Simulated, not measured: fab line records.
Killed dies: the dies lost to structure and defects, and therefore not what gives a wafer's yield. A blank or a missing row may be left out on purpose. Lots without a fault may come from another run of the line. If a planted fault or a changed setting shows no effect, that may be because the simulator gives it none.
Which tool was responsible?    flow sky130    24 lots, 72 wafers sampled, at 6 steps of a route of 708

== WHAT THE GAUGES READ, wafer by wafer ==
SKY_METAL2_RS_MEAS_05: measurement is done with a four-point probe.
lot   measured      on             METAL2_ALCU_RS (ohm/sq)
L074  day 35 12:23  film metro-04  0.1258 0.1288 0.1270
L075  day 35 14:01  film metro-01  0.1270 0.1284 0.1261
L077  day 36 02:23  film metro-01  0.1313 0.1284 0.1291
L076  day 36 07:23  film metro-04  0.1288 0.1262 0.1288
L078  day 36 11:25  film metro-01  0.1268 0.1270 0.1280
L079  day 36 20:40  film metro-04  0.1231 0.1243 0.1242
L080  day 37 06:57  film metro-02  0.1257 0.1262 0.1284
L081  day 37 12:07  film metro-04  0.1279 0.1273 0.1273
L082  day 37 16:52  film metro-01  0.1279 0.1277 0.1265
L083  day 38 04:01  film metro-01  0.1266 0.1247 0.1256
L084  day 38 10:39  film metro-01  0.1282 0.1286 0.1285
L085  day 38 18:40  film metro-02  0.1260 0.1270 0.1252
L086  day 39 08:11  film metro-01  0.1271 0.1260 0.1287
L087  day 39 13:46  film metro-01  0.1267 0.1252 0.1253
L088  day 39 21:34  film metro-02  0.1263 0.1272 0.1273
L089  day 40 01:17  film metro-02  0.1271 0.1242 0.1268
L090  day 40 02:28  film metro-01  0.1283 0.1269 0.1282
L091  day 40 07:46  film metro-01  0.1279 0.1295 0.1300
L092  day 40 18:08  film metro-02  0.1291 0.1277 0.1279
L093  day 40 22:56  film metro-01  0.1284 0.1270 0.1246
L094  day 41 01:22  film metro-02  0.1276 0.1266 0.1250
L096  day 41 10:34  film metro-04  0.1275 0.1264 0.1278
L095  day 41 16:18  film metro-01  0.1285 0.1259 0.1264
L097  day 41 20:38  film metro-02  0.1255 0.1259 0.1273

SKY_PAD_OPEN_BOW_MEAS_13.
lot   measured      on             PAD_OPEN_BOW (um)
L074  day 46 21:56  film metro-04  43 47 45
L075  day 47 00:07  film metro-04  43 45 48
L077  day 47 08:16  film metro-01  49 48 44
L076  day 47 11:27  film metro-02  23 41 34
L078  day 47 15:17  film metro-04  51 39 40
L079  day 47 22:37  film metro-01  48 38 50
L080  day 48 06:47  film metro-02  50 52 58
L081  day 48 08:49  film metro-04  40 39 30
L082  day 48 12:03  film metro-04  43 32 50
L083  day 48 22:02  film metro-04  47 51 56
L084  day 49 08:41  film metro-04  46 35 42
L085  day 49 09:48  film metro-04  57 42 51
L086  day 49 19:35  film metro-01  46 44 59
L087  day 49 22:14  film metro-02  63 41 58
L088  day 50 02:44  film metro-04  59 64 49
L089  day 50 05:43  film metro-04  50 56 71
L090  day 50 09:29  film metro-04  48 55 53
L091  day 50 12:15  film metro-04  63 54 53
L092  day 50 19:30  film metro-01  56 53 46
L093  day 50 22:20  film metro-01  47 45 44
L094  day 50 23:04  film metro-04  38 31 34
L096  day 51 06:50  film metro-04  54 57 49
L095  day 51 10:08  film metro-01  55 42 52
L097  day 51 11:47  film metro-01  42 55 51

== EACH LOT AND THE TOOL THAT RAN IT (in order: tool; ch and the chambers of the sampled wafers; start) ==
lot   SKY_VIA1_SPUTTER_20           SKY_VIA2_CMP_24                SKY_METAL3_SPUTTER_01         SKY_METAL3_DESCUM_15
L074  pvd sputter-01, day 35 11:35  cmp-01 ch 0,1,3, day 37 19:42  pvd sputter-01, day 37 20:01  rie metal-04 ch 0,1, day 40 00:02
L075  pvd sputter-01, day 35 13:13  cmp-02 ch 0,2, day 37 22:47    pvd sputter-01, day 37 23:07  rie metal-01 ch 0,1, day 40 02:49
L077  pvd sputter-04, day 36 01:37  cmp-01 ch 1,2,3, day 38 10:02  pvd sputter-03, day 38 10:22  rie metal-02 ch 0,1, day 40 14:44
L076  pvd sputter-01, day 36 06:36  cmp-02 ch 1,2,3, day 38 15:02  pvd sputter-03, day 38 15:15  rie metal-02 ch 0,1, day 40 18:56
L078  pvd sputter-04, day 36 10:31  cmp-01 ch 1,2, day 38 18:49    pvd sputter-01, day 38 19:08  rie metal-02 ch 0, day 40 22:35
L079  pvd sputter-02, day 36 19:53  cmp-02 ch 0,1, day 39 04:37    pvd sputter-04, day 39 04:56  rie metal-04 ch 0,1, day 41 07:47
L080  pvd sputter-04, day 37 06:08  cmp-01 ch 0,1, day 39 14:13    pvd sputter-01, day 39 14:33  rie metal-04 ch 0,1, day 41 17:42
L081  pvd sputter-02, day 37 11:17  cmp-01 ch 0,3, day 39 19:25    pvd sputter-03, day 39 19:44  rie metal-02 ch 0, day 41 21:17
L082  pvd sputter-02, day 37 16:05  cmp-01 ch 0,2, day 39 23:52    pvd sputter-03, day 40 00:11  rie metal-02 ch 0,1, day 42 01:55
L083  pvd sputter-04, day 38 03:13  cmp-02 ch 0,3, day 40 11:10    pvd sputter-03, day 40 11:29  rie metal-04 ch 0,1, day 42 11:40
L084  pvd sputter-04, day 38 09:52  cmp-02 ch 0,2,3, day 40 16:39  pvd sputter-03, day 40 16:58  rie metal-01 ch 0,1, day 42 16:53
L085  pvd sputter-02, day 38 17:52  cmp-01 ch 1,3, day 41 00:23    pvd sputter-01, day 41 00:42  rie metal-02 ch 0,1, day 43 00:28
L086  pvd sputter-02, day 39 07:20  cmp-01 ch 1,2, day 41 13:31    pvd sputter-04, day 41 13:50  rie metal-04 ch 0,1, day 43 10:35
L087  pvd sputter-02, day 39 12:59  cmp-01 ch 1,2,3, day 41 19:38  pvd sputter-03, day 41 19:55  rie metal-02 ch 0, day 43 16:05
L088  pvd sputter-02, day 39 20:47  cmp-01 ch 1,2,3, day 42 01:51  pvd sputter-03, day 42 02:10  rie metal-01 ch 0,1, day 43 20:32
L089  pvd sputter-01, day 40 00:30  cmp-01 ch 1,2,3, day 42 05:47  pvd sputter-03, day 42 06:00  rie metal-02 ch 0,1, day 44 00:11
L090  pvd sputter-04, day 40 01:40  cmp-02 ch 0,3, day 42 06:37    pvd sputter-03, day 42 06:53  rie metal-02 ch 0,1, day 44 01:19
L091  pvd sputter-01, day 40 06:58  cmp-02 ch 1,3, day 42 10:35    pvd sputter-03, day 42 10:54  rie metal-04 ch 0, day 44 04:44
L092  pvd sputter-01, day 40 17:22  cmp-02 ch 1,2,3, day 42 20:56  pvd sputter-03, day 42 21:10  rie metal-04 ch 0,1, day 44 12:59
L093  pvd sputter-02, day 40 22:10  cmp-02 ch 1,2,3, day 43 00:50  pvd sputter-01, day 43 01:03  rie metal-01 ch 0,1, day 44 19:56
L094  pvd sputter-04, day 41 00:35  cmp-01 ch 2,3, day 43 02:14    pvd sputter-03, day 43 02:34  rie metal-02 ch 0,1, day 44 21:38
L096  pvd sputter-02, day 41 09:47  cmp-02 ch 1,2, day 43 10:02    pvd sputter-03, day 43 10:22  rie metal-02 ch 0,1, day 45 04:22
L095  pvd sputter-02, day 41 15:31  cmp-01 ch 0,1,3, day 43 13:58  pvd sputter-04, day 43 14:17  rie metal-04 ch 0,1, day 45 09:50
L097  pvd sputter-02, day 41 19:52  cmp-02 ch 0,1,2, day 43 18:10  pvd sputter-04, day 43 18:29  rie metal-01 ch 0,1, day 45 13:17
- SKY_VIA1_SPUTTER_20: material TiN, target thk 20 nm, time 80 s.
- SKY_VIA2_CMP_24: polishes, stops on SiO2, t overpolish 20 s, target thk 0 nm.
- SKY_METAL3_SPUTTER_01: material TiN, target thk 20 nm, time 16.7 s.
- SKY_METAL3_DESCUM_15: chemistry O2, time 8 s.

== WHAT THE TOOLS THEMSELVES READ (means of the sampled wafers that have a number; where no wafer has one, the mark that the record gives instead) ==
SKY_VIA1_SPUTTER_20.
lot   tool            throttle valve pct (%)
L074  pvd sputter-01  30.2
L075  pvd sputter-01  29.3
L077  pvd sputter-04  30.5
L076  pvd sputter-01  30.0
L078  pvd sputter-04  30.6
L079  pvd sputter-02  30.4
L080  pvd sputter-04  30.1
L081  pvd sputter-02  28.8
L082  pvd sputter-02  30.1
L083  pvd sputter-04  31.2
L084  pvd sputter-04  30.6
L085  pvd sputter-02  30.2
L086  pvd sputter-02  29.9
L087  pvd sputter-02  29.5
L088  pvd sputter-02  29.6
L089  pvd sputter-01  29.5
L090  pvd sputter-04  30.2
L091  pvd sputter-01  30.0
L092  pvd sputter-01  30.3
L093  pvd sputter-02  29.9
L094  pvd sputter-04  30.0
L096  pvd sputter-02  29.6
L095  pvd sputter-02  30.4
L097  pvd sputter-02  29.7

SKY_VIA2_CMP_24.
lot   tool    motor current A (A)  overpolish run s (s)  slurry flow ml min  time to endpoint s (s)
L074  cmp-01  11.1                 19.996                150.1               101
L075  cmp-02  9.8                  20.001                149.8               100
L077  cmp-01  11.2                 19.999                149.7               100
L076  cmp-02  10.0                 20.002                149.9               98
L078  cmp-01  10.4                 19.998                149.9               100
L079  cmp-02  10.2                 19.997                150.6               98
L080  cmp-01  10.9                 20.007                149.9               101
L081  cmp-01  10.8                 20.004                150.4               101
L082  cmp-01  10.6                 20.010                149.9               104
L083  cmp-02  10.2                 20.005                149.8               99
L084  cmp-02  9.9                  19.998                150.0               102
L085  cmp-01  11.2                 20.000                149.8               108
L086  cmp-01  10.4                 19.999                150.2               102
L087  cmp-01  11.2                 20.001                150.4               100
L088  cmp-01  10.9                 20.001                150.1               101
L089  cmp-01  11.1                 19.991                150.4               102
L090  cmp-02  9.8                  19.997                149.9               101
L091  cmp-02  10.3                 20.007                149.6               102
L092  cmp-02  10.3                 19.996                150.0               100
L093  cmp-02  10.3                 20.004                149.5               104
L094  cmp-01  11.1                 19.988                150.5               102
L096  cmp-02  10.1                 20.001                149.7               106
L095  cmp-01  11.4                 19.994                150.1               101
L097  cmp-02  9.9                  20.003                149.9               105

SKY_METAL3_SPUTTER_01.
lot   tool            throttle valve pct (%)
L074  pvd sputter-01  30.3
L075  pvd sputter-01  30.2
L077  pvd sputter-03  30.3
L076  pvd sputter-03  29.8
L078  pvd sputter-01  29.8
L079  pvd sputter-04  30.7
L080  pvd sputter-01  29.9
L081  pvd sputter-03  30.1
L082  pvd sputter-03  30.2
L083  pvd sputter-03  30.7
L084  pvd sputter-03  29.9
L085  pvd sputter-01  29.9
L086  pvd sputter-04  30.7
L087  pvd sputter-03  30.2
L088  pvd sputter-03  30.1
L089  pvd sputter-03  30.6
L090  pvd sputter-03  29.6
L091  pvd sputter-03  30.3
L092  pvd sputter-03  30.4
L093  pvd sputter-01  29.7
L094  pvd sputter-03  29.9
L096  pvd sputter-03  30.0
L095  pvd sputter-04  30.6
L097  pvd sputter-04  30.5

SKY_METAL3_DESCUM_15.
lot   tool          drypump motor current A (A)  oes product au (a.u.)
L074  rie metal-04  5.4                          1.003
L075  rie metal-01  5.3                          1.000
L077  rie metal-02  5.7                          1.009
L076  rie metal-02  5.4                          1.003
L078  rie metal-02  5.0                          0.997
L079  rie metal-04  5.6                          1.009
L080  rie metal-04  5.4                          0.997
L081  rie metal-02  5.0                          1.008
L082  rie metal-02  5.7                          0.994
L083  rie metal-04  5.4                          0.992
L084  rie metal-01  5.2                          1.007
L085  rie metal-02  5.7                          0.990
L086  rie metal-04  5.6                          1.003
L087  rie metal-02  5.0                          1.012
L088  rie metal-01  5.2                          1.002
L089  rie metal-02  5.3                          1.000
L090  rie metal-02  5.3                          1.001
L091  rie metal-04  5.2                          1.011
L092  rie metal-04  5.6                          0.999
L093  rie metal-01  5.8                          0.995
L094  rie metal-02  5.7                          0.991
L096  rie metal-02  5.7                          0.998
L095  rie metal-04  5.4                          0.997
L097  rie metal-01  5.3                          0.993

== THE ANSWER, worked out from the rows above alone ==
Rule: usual is defined by the lots themselves. The widest of any qualifying gaps counts: lots, ordered by their means at a reading, are off when they make up no more than a third of the lots, leave a main group of 4 or more, and stand apart from it by 3 or more times the standard deviation of that group's means. A main group is skipped when, at the precision printed for the reading in the tables above, its means are all equal. A lot without any number at a reading at which 4 lots or more have one is off too. Where the step has rows for the other lots, those lots are counted as sound. The gauges are gone through in route order, then the tools' own readings, and for those a lot's mean is taken as printed above. At the first step where some lot is off, the reading lying furthest off is the one used; lots without a number count as furthest.
Across all readings shown, no lot is off: no conclusion can be drawn from this.

== WHAT THE SIMULATOR PUT IN ==
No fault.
